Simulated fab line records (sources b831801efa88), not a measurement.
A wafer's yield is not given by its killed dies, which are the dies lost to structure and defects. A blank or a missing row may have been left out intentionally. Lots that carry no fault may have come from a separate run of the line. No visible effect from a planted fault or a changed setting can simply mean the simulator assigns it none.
Which of the tools did it? / flow sky130 / Sampling: 13 lots, 39 wafers, 5 of 708 route steps

## WHAT THE GAUGES SHOWED, per wafer
SKY_FIELD_ISO_THK_MEAS_25. Usual: FIELD_ISO_CVD_24_THK gives 592 nm (standard deviation 6).
lot=L827; measured=day 3 13:14; on=film-metro-04; FIELD_ISO_CVD_24_THK (nm)=591 595 591; flag=
lot=L828; measured=day 3 21:13; on=film-metro-03; FIELD_ISO_CVD_24_THK (nm)=589 591 586; flag=
lot=L831; measured=day 4 13:13; on=film-metro-02; FIELD_ISO_CVD_24_THK (nm)=605 604 600; flag=
lot=L834; measured=day 5 02:46; on=film-metro-02; FIELD_ISO_CVD_24_THK (nm)=599 589 600; flag=
lot=L835; measured=day 5 10:07; on=film-metro-04; FIELD_ISO_CVD_24_THK (nm)=593 596 593; flag=
lot=L836; measured=day 5 12:25; on=film-metro-04; FIELD_ISO_CVD_24_THK (nm)=596 587 599; flag=
lot=L838; measured=day 5 22:48; on=film-metro-02; FIELD_ISO_CVD_24_THK (nm)=584 582 591; flag=
lot=L839; measured=day 6 04:25; on=film-metro-03; FIELD_ISO_CVD_24_THK (nm)=594 594 589; flag=
lot=L840; measured=day 6 09:19; on=film-metro-02; FIELD_ISO_CVD_24_THK (nm)=592 585 599; flag=
lot=L841; measured=day 6 17:25; on=film-metro-04; FIELD_ISO_CVD_24_THK (nm)=587 594 591; flag=
lot=L842; measured=day 6 20:23; on=film-metro-04; FIELD_ISO_CVD_24_THK (nm)=602 611 600; flag=
lot=L843; measured=day 7 04:08; on=film-metro-04; FIELD_ISO_CVD_24_THK (nm)=594 591 594; flag=
lot=L844; measured=day 7 08:20; on=film-metro-02; FIELD_ISO_CVD_24_THK (nm)=595 591 589; flag=

SKY_VT_ADJUST_NCORE_TW_MEAS_11. Usual: VT_ADJUST_NCORE_TW gives 220.5 (standard deviation 1.2).
lot=L827; measured=day 10 08:04; on=film-metro-04; VT_ADJUST_NCORE_TW=220.6 221.5 221.0; flag=
lot=L828; measured=day 10 20:52; on=film-metro-03; VT_ADJUST_NCORE_TW=217.4 217.7 219.2; flag=
lot=L831; measured=day 11 15:07; on=film-metro-03; VT_ADJUST_NCORE_TW=217.7 219.1 218.0; flag=
lot=L834; measured=day 12 07:04; on=film-metro-02; VT_ADJUST_NCORE_TW=220.3 219.9 220.8; flag=
lot=L835; measured=day 12 15:35; on=film-metro-03; VT_ADJUST_NCORE_TW=217.3 219.4 219.0; flag=
lot=L836; measured=day 12 23:14; on=film-metro-03; VT_ADJUST_NCORE_TW=219.2 220.2 217.8; flag=
lot=L838; measured=day 13 13:11; on=film-metro-02; VT_ADJUST_NCORE_TW=220.9 219.9 220.4; flag=
lot=L839; measured=day 13 16:25; on=film-metro-04; VT_ADJUST_NCORE_TW=220.8 223.0 222.2; flag=
lot=L840; measured=day 14 01:33; on=film-metro-02; VT_ADJUST_NCORE_TW=220.9 219.7 221.2; flag=
lot=L841; measured=day 14 10:14; on=film-metro-04; VT_ADJUST_NCORE_TW=220.5 221.2 221.6; flag=
lot=L842; measured=day 14 17:04; on=film-metro-02; VT_ADJUST_NCORE_TW=219.4 220.2 220.1; flag=
lot=L843; measured=day 15 07:15; on=film-metro-02; VT_ADJUST_NCORE_TW=218.9 219.5 222.0; flag=
lot=L844; measured=day 15 11:20; on=film-metro-04; VT_ADJUST_NCORE_TW=219.5 220.1 220.7; flag=

SKY_SONOS_ONO_THK_MEAS_03. Usual: SONOS_ONO_CVD_02_THK gives 10.54 nm (standard deviation 0.13).
lot=L827; measured=day 13 09:34; on=film-metro-02; SONOS_ONO_CVD_02_THK (nm)=10.61 10.41 10.68; flag=
lot=L828; measured=day 14 02:33; on=film-metro-04; SONOS_ONO_CVD_02_THK (nm)=10.51 10.55 10.48; flag=
lot=L831; measured=day 15 02:14; on=film-metro-04; SONOS_ONO_CVD_02_THK (nm)=10.58 10.67 10.62; flag=
lot=L834; measured=day 15 16:44; on=film-metro-02; SONOS_ONO_CVD_02_THK (nm)=10.55 10.61 10.70; flag=
lot=L835; measured=day 16 02:51; on=film-metro-04; SONOS_ONO_CVD_02_THK (nm)=10.57 10.64 10.66; flag=
lot=L836; measured=day 16 11:06; on=film-metro-03; SONOS_ONO_CVD_02_THK (nm)=10.54 10.59 10.47; flag=
lot=L838; measured=day 17 01:40; on=film-metro-02; SONOS_ONO_CVD_02_THK (nm)=10.56 10.52 10.57; flag=
lot=L839; measured=day 17 09:10; on=film-metro-02; SONOS_ONO_CVD_02_THK (nm)=10.60 10.76 10.76; flag=
lot=L840; measured=day 17 17:33; on=film-metro-04; SONOS_ONO_CVD_02_THK (nm)=10.58 10.66 10.55; flag=
lot=L841; measured=day 18 03:17; on=film-metro-03; SONOS_ONO_CVD_02_THK (nm)=10.68 10.70 10.60; flag=
lot=L842; measured=day 18 14:01; on=film-metro-04; SONOS_ONO_CVD_02_THK (nm)=10.19 10.47 10.43; flag=
lot=L843; measured=day 19 03:13; on=film-metro-02; SONOS_ONO_CVD_02_THK (nm)=10.23 10.28 10.23; flag=
lot=L844; measured=day 19 07:14; on=film-metro-04; SONOS_ONO_CVD_02_THK (nm)=10.62 10.44 10.59; flag=

SKY_GATE_OXIDE_TW_MEAS_14. Usual: GATE_OXIDE_TW gives 225.3 (standard deviation 0.97).
lot=L827; measured=day 15 19:14; on=film-metro-02; GATE_OXIDE_TW=203.1 202.9 204.2; flag=OFF
lot=L828; measured=day 16 12:38; on=film-metro-04; GATE_OXIDE_TW=204.7 205.9 205.3; flag=OFF
lot=L831; measured=day 17 14:32; on=film-metro-04; GATE_OXIDE_TW=226.5 227.6 227.2; flag=
lot=L834; measured=day 18 06:48; on=film-metro-01; GATE_OXIDE_TW=224.3 225.7 224.7; flag=
lot=L835; measured=day 18 17:52; on=film-metro-02; GATE_OXIDE_TW=224.9 225.2 226.6; flag=
lot=L836; measured=day 19 02:16; on=film-metro-01; GATE_OXIDE_TW=224.2 226.0 223.4; flag=
lot=L838; measured=day 19 19:37; on=film-metro-02; GATE_OXIDE_TW=223.9 224.3 223.2; flag=
lot=L839; measured=day 20 01:58; on=film-metro-04; GATE_OXIDE_TW=226.1 225.8 224.9; flag=
lot=L840; measured=day 20 10:41; on=film-metro-01; GATE_OXIDE_TW=224.1 225.3 224.1; flag=
lot=L841; measured=day 20 19:28; on=film-metro-01; GATE_OXIDE_TW=224.4 225.6 224.6; flag=
lot=L842; measured=day 21 06:18; on=film-metro-02; GATE_OXIDE_TW=224.8 224.8 224.6; flag=
lot=L843; measured=day 21 21:35; on=film-metro-02; GATE_OXIDE_TW=223.9 225.6 225.3; flag=
lot=L844; measured=day 22 00:04; on=film-metro-02; GATE_OXIDE_TW=225.2 224.8 223.7; flag=

## WHAT TOOL EACH LOT RAN ON (gives the tool, then ch and the chambers of the sampled wafers, and finally the start)
lot=L827; SKY_GATE_OXIDE_IMPLANT_11=implanter-01 ch 0, day 15 18:55
lot=L828; SKY_GATE_OXIDE_IMPLANT_11=implanter-01 ch 0, day 16 12:19
lot=L831; SKY_GATE_OXIDE_IMPLANT_11=implanter-03 ch 0, day 17 14:13
lot=L834; SKY_GATE_OXIDE_IMPLANT_11=implanter-02 ch 0, day 18 06:28
lot=L835; SKY_GATE_OXIDE_IMPLANT_11=implanter-03 ch 0, day 18 17:31
lot=L836; SKY_GATE_OXIDE_IMPLANT_11=implanter-03 ch 0, day 19 01:55
lot=L838; SKY_GATE_OXIDE_IMPLANT_11=implanter-02 ch 0, day 19 19:16
lot=L839; SKY_GATE_OXIDE_IMPLANT_11=implanter-01 ch 0, day 20 01:39
lot=L840; SKY_GATE_OXIDE_IMPLANT_11=implanter-01 ch 0, day 20 10:19
lot=L841; SKY_GATE_OXIDE_IMPLANT_11=implanter-01 ch 0, day 20 19:07
lot=L842; SKY_GATE_OXIDE_IMPLANT_11=implanter-02 ch 0, day 21 05:58
lot=L843; SKY_GATE_OXIDE_IMPLANT_11=implanter-01 ch 0, day 21 21:14
lot=L844; SKY_GATE_OXIDE_IMPLANT_11=implanter-03 ch 0, day 21 23:43
- SKY_GATE_OXIDE_IMPLANT_11

## WHAT THE TOOLS THEMSELVES READ (means of the sampled wafers that have a number; where no wafer has one, the mark that the record gives instead)
SKY_GATE_OXIDE_IMPLANT_11. Usual: dose-ions-cm2 2.6009e+12, standard deviation 2.6e+09; end-station-pressure-torr 5.03e-06 Torr, standard deviation 2.6e-07; faraday-current-uA 14.7, standard deviation 0.31.
lot=L827; tool=implanter-01; dose-ions-cm2=1.8479e+12; end-station-pressure-torr (Torr)=4.95e-06; faraday-current-uA=10.4; flag=OFF
lot=L828; tool=implanter-01; dose-ions-cm2=1.8470e+12; end-station-pressure-torr (Torr)=5.23e-06; faraday-current-uA=10.4; flag=OFF
lot=L831; tool=implanter-03; dose-ions-cm2=2.6027e+12; end-station-pressure-torr (Torr)=4.72e-06; faraday-current-uA=14.7; flag=
lot=L834; tool=implanter-02; dose-ions-cm2=2.5981e+12; end-station-pressure-torr (Torr)=4.97e-06; faraday-current-uA=14.7; flag=
lot=L835; tool=implanter-03; dose-ions-cm2=2.6018e+12; end-station-pressure-torr (Torr)=5.20e-06; faraday-current-uA=14.7; flag=
lot=L836; tool=implanter-03; dose-ions-cm2=2.6015e+12; end-station-pressure-torr (Torr)=4.92e-06; faraday-current-uA=14.6; flag=
lot=L838; tool=implanter-02; dose-ions-cm2=2.6002e+12; end-station-pressure-torr (Torr)=5.01e-06; faraday-current-uA=14.6; flag=
lot=L839; tool=implanter-01; dose-ions-cm2=2.6006e+12; end-station-pressure-torr (Torr)=4.96e-06; faraday-current-uA=14.8; flag=
lot=L840; tool=implanter-01; dose-ions-cm2=2.6024e+12; end-station-pressure-torr (Torr)=5.03e-06; faraday-current-uA=14.6; flag=
lot=L841; tool=implanter-01; dose-ions-cm2=2.6040e+12; end-station-pressure-torr (Torr)=4.96e-06; faraday-current-uA=14.8; flag=
lot=L842; tool=implanter-02; dose-ions-cm2=2.6029e+12; end-station-pressure-torr (Torr)=5.18e-06; faraday-current-uA=14.8; flag=
lot=L843; tool=implanter-01; dose-ions-cm2=2.5987e+12; end-station-pressure-torr (Torr)=5.28e-06; faraday-current-uA=14.6; flag=
lot=L844; tool=implanter-03; dose-ions-cm2=2.6016e+12; end-station-pressure-torr (Torr)=5.08e-06; faraday-current-uA=14.9; flag=

## THE ANSWER, worked out from the rows above alone
Rule: a lot counts as off when the mean over its wafers that have a number is more than 3 standard deviations away from the usual mean. Also off: a lot with no number at a reading for which 4 or more lots have one. Where the step has rows for the other lots, those lots are counted as sound. The gauges are gone through in route order, then the tools' own readings, and for those a lot's mean is taken as printed above. The first step at which some lot is off is used, and at that step the reading that is off furthest; a lot without a number counts as furthest.
Off: L827, L828, seen at SKY_GATE_OXIDE_TW_MEAS_14 (GATE_OXIDE_TW).
A tool fits if, at a process step before that reading, it ran every lot that is off, and no sound lot after the first of them. Not tried: the gauges at SKY_GATE_OXIDE_TW_MEAS_14; whatever is off there is also off at SKY_GATE_OXIDE_IMPLANT_11, on other tools, and gauge error can't account for it. None of those tried fits.

## WHAT THE SIMULATOR HAD PUT IN
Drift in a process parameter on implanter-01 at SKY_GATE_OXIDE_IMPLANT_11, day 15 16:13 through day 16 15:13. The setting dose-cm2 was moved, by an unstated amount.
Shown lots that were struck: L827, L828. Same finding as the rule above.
